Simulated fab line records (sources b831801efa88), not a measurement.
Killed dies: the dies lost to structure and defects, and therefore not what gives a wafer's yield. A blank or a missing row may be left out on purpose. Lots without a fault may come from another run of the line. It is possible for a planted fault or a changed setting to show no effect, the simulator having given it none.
2 desks looking at one fault / flow sky130 / each desk has only its own numbers; what lay behind them comes last

== THE TOOL OWNER'S DESK: cmp-01 ==
The tool's own readings at SKY_VIA1_CMP_02 (polishes SiO2): means of the sampled wafers that have a number, for each lot that ran on this tool. Marked OUT: a lot whose mean sits more than 4 standard deviations from the usual mean, which makes it out of limits; the brackets give that distance.
Columns: A = motor_current_A at SKY_VIA1_CMP_02, usual 12.8 A; B = platen_rpm at SKY_VIA1_CMP_02, usual 60.00 rpm
lot=L728; first seen here=day 33 05:43; A=13.6; B=60.01
lot=L734; first seen here=day 35 06:44; A=13.1; B=59.97
lot=L732; first seen here=day 35 08:02; A=13.7; B=60.04
lot=L735; first seen here=day 35 18:59; A=13.4; B=60.02
lot=L736; first seen here=day 36 18:17; A=12.8; B=59.99
lot=L750; first seen here=day 39 21:50; A=13.6; B=59.97
This desk's finding: nothing out of limits on any of the 6 lots.

== METROLOGY DESK ==
What the gauges read, lot by lot, whatever tool the lot ran on: means of the sampled wafers that have a number. Marked OUT: a lot whose mean sits more than 4 standard deviations from the usual mean, which makes it out of limits; the brackets give that distance.
Columns: A = VIA1_BOW at SKY_VIA1_BOW_MEAS_03, usual 80 um
lot=L727; first seen here=day 32 11:05; A=86
lot=L728; first seen here=day 33 06:01; A=80
lot=L734; first seen here=day 35 07:05; A=78
lot=L732; first seen here=day 35 08:20; A=77
lot=L735; first seen here=day 35 19:14; A=76
lot=L736; first seen here=day 36 18:32; A=76
lot=L747; first seen here=day 39 04:55; A=78
lot=L748; first seen here=day 39 11:32; A=85
lot=L749; first seen here=day 39 20:18; A=86
lot=L750; first seen here=day 39 22:04; A=80
This desk's finding: nothing out of limits on any of the 10 lots.

== TAKEN TOGETHER ==
Nothing out of limits was seen by the tool owner's desk.
At the metrology desk, nothing out of limits was observed.

== WHAT WAS PUT IN BY THE SIMULATOR ==
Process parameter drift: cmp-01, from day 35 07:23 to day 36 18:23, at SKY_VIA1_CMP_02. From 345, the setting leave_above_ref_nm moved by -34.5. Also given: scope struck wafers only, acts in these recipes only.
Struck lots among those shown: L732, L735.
